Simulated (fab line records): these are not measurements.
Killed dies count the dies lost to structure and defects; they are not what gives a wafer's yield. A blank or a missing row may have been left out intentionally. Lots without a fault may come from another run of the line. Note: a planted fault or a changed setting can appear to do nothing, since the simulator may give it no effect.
Comparing a struck lot with a sound one + flow gf180mcu + 14 out of 602 route steps
Sound: these wafers, L134.3, L134.5, L134.6. Struck: wafers L123.2, L123.5, L123.6. Last of all comes the cause.
For every step that has rows: the tool of each side, followed by ch and its chambers, followed by its first start. Under that, the readings that differ: sound wafers + struck wafers + difference of the means + sigmas: that difference in standard deviations of wafers without a fault.
alike: a reading whose means differ by less than 2 such deviations, as well as words and numbers matching on both sides. not compared: withheld readings; readings where some wafer has no value; bounds like >300 that might hide an equal value; numbers whose values overlap and for which the record gives no deviation.
Wherever a step has rows on one side only, a row that says differs or no value, or a row with sigmas, the two part there. Numbers that don't overlap but have no deviation are shown without sigmas and don't part them. A reading missing from all wafers of one side parts the sides only when that side holds two or more wafers.

first, 4 steps without rows for these wafers: GF_M4_SOFTBAKE_10 (time 60 s); GF_M4_EXPOSE_11 (exposes mask Metal4, target cd 280 nm); GF_M4_PEB_12 (peb time 90 s); GF_M4_DEVELOP_13 (develop time 60 s).
GF_M4_CD_MEAS_14: target cd 280 nm.
  sound on cdSem-02 at day 29 06:14; struck on cdSem-02 at day 26 03:13
  alike: cdNm
GF_M4_OVL_MEAS_15:
  sound on overlay-02 at day 29 06:19; struck on overlay-01 at day 26 03:19
  alike: M4_OVL
GF_M4_METAL_ETCH_16: etches the open film in Cl2/BCl3, stops on SiO2, target depth 750.8 nm, time 125.1 s.
  sound on rieMetal-02 ch 0,1, day 29 06:23; struck on rieMetal-03 ch 0,1, day 26 03:21
  alike: biasW, drypumpMotorCurrentA, oesProductAu, throttleValvePct
  not compared: rfHoursCounterH
GF_M4_STRIP_17: strips in O2/N2.
  sound on plasmaAsher-02 ch 0,1, day 29 06:31; struck on plasmaAsher-02 ch 0,1, day 26 03:29
| reading             | sound             | struck            | difference | sigmas |
|---------------------|-------------------|-------------------|------------|--------|
| oesProductAu (a.u.) | 0.550 0.546 0.541 | 0.536 0.526 0.540 | -0.012     | -2     |
  alike: drypumpMotorCurrentA, heaterPowerW, stripTimeToEndpointS
  not compared: rfHoursCounterH
then, 3 steps without rows for these wafers: GF_M4_STRIP_18 (strips in post etch residue remover, time 1200 s); GF_M4_CLEAN_19 (cleans in DIW); GF_V4_CVD_00 (deposits SiO2, target thk 600 nm, time 100 s).
GF_V4_THK_MEAS_01:
  sound on filmMetro-02 at day 29 07:06; struck on filmMetro-02 at day 26 04:07
  alike: V4_CVD_00_THK
GF_V4_CVD_02: deposits SiO2 from TEOS, target thk 850 nm, time 94.851 s.
  sound on pecvd-02 ch 0,1, day 29 07:08; struck on pecvd-02 ch 1,2, day 26 04:10
  no value came back on the struck wafers for heaterPowerOuterW (W), heaterPowerW (W), susceptorTempC (C); on the sound wafers heaterPowerOuterW (W) reads 273 304 447
  not compared: sinceWetCleanH
GF_PASSIVATION_PROBE_99:
  rows exist in the record for the sound wafers here (prober-02, day 33 21:04), none for the struck ones

WHERE THEY PART
Last at GF_PASSIVATION_PROBE_99 as far as this record goes, first at GF_M4_STRIP_17.

WHY: what the simulator had put in
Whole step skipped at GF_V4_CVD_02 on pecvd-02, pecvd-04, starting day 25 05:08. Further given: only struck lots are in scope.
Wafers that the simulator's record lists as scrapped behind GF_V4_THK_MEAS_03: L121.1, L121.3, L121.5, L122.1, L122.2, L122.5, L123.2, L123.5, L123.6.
